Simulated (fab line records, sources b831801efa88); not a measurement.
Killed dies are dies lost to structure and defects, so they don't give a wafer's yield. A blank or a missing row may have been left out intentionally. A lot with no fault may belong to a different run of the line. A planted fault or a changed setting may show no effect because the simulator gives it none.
8D (eight disciplines) problem report, filled in by code	flow gf180mcu	the parts of the form that need people (team, actions taken, sign-off) are left out

## 1. WHAT WENT WRONG
Wafers without a fault read 99.9 W, standard deviation 0.31; bias-w at GF_V4_ETCH_16 reads a mean of 110.3 W on 6 wafers belonging to 2 lots. Measured from the usual mean, that is +34 standard deviations.
The step: etches BARC in N2/H2.
Earliest sighting: wafer L607.1 on rie-diel-03 at day 25 17:08. The record holds 39 wafers of 13 lots with a number at this step. Rule for "out" (also "out of limits"): further than 4 standard deviations from the usual mean. The other wafers with a number count as sound.

## 2. WHAT THIS IS AND IS NOT
question	is	is not
which readings at this step	bias-w	drypump-motor-current-A
which lots	L607, L610	L604, L605, L606, L611, L615, L617, L618, L619, L622, L624, L625
which wafers of those lots	all that have a number	-
read on which tools	rie-diel-03	rie-diel-01, rie-diel-04
when	from day 25 17:08	up to then (9 sound wafers); but 24 sound wafers of L611, L615, L617, L618, L619, L622, L624, L625 came after

## 3. THE SUSPECTS, EACH WITH WHAT RULES IT OUT
Counting: a tool stays on the suspect list if, at a process step up to the reading, it processed all lots that are out and no sound lot following the first of them.
- rie-diel-03 at GF_V4_ETCH_16 (etches BARC in N2/H2): ruled out as a lasting fault. Following L607 (day 25 17:08), the first lot on it that is out, the sound lots L618, L622, L624, L625 were run on it.
Left after counting: nothing in the record.

## 4. THE CAUSE (what the simulator had put in)
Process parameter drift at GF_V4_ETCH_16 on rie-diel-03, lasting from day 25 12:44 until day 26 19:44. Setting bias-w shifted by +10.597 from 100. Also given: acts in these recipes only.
Counting ruled it out, wrongly.

## 5. THE CHAIN OF EFFECTS, in route order
One row per reading whose mean, taken over the struck wafers that have a number, lies over 3 standard deviations from the usual. Only readings for which the record gives a usual standard deviation are gone through. hours: the time from each lot's start at the first step in this table that gives one to its start at this step, as a median over the lots. sigmas: the change in usual standard deviations.
hours	step	reading	usual	on struck wafers	change	sigmas
0	GF_V4_ETCH_16	bias-w	99.9 W	110.3	+10.4	+34
Its process steps:
- GF_V4_ETCH_16: etches BARC in N2/H2.

## 6. HOW IT WOULD HAVE BEEN CAUGHT EARLIER
4 hours passed between the start of the fault at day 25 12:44 and the first reading out of limits in this record, taken at day 25 17:08.
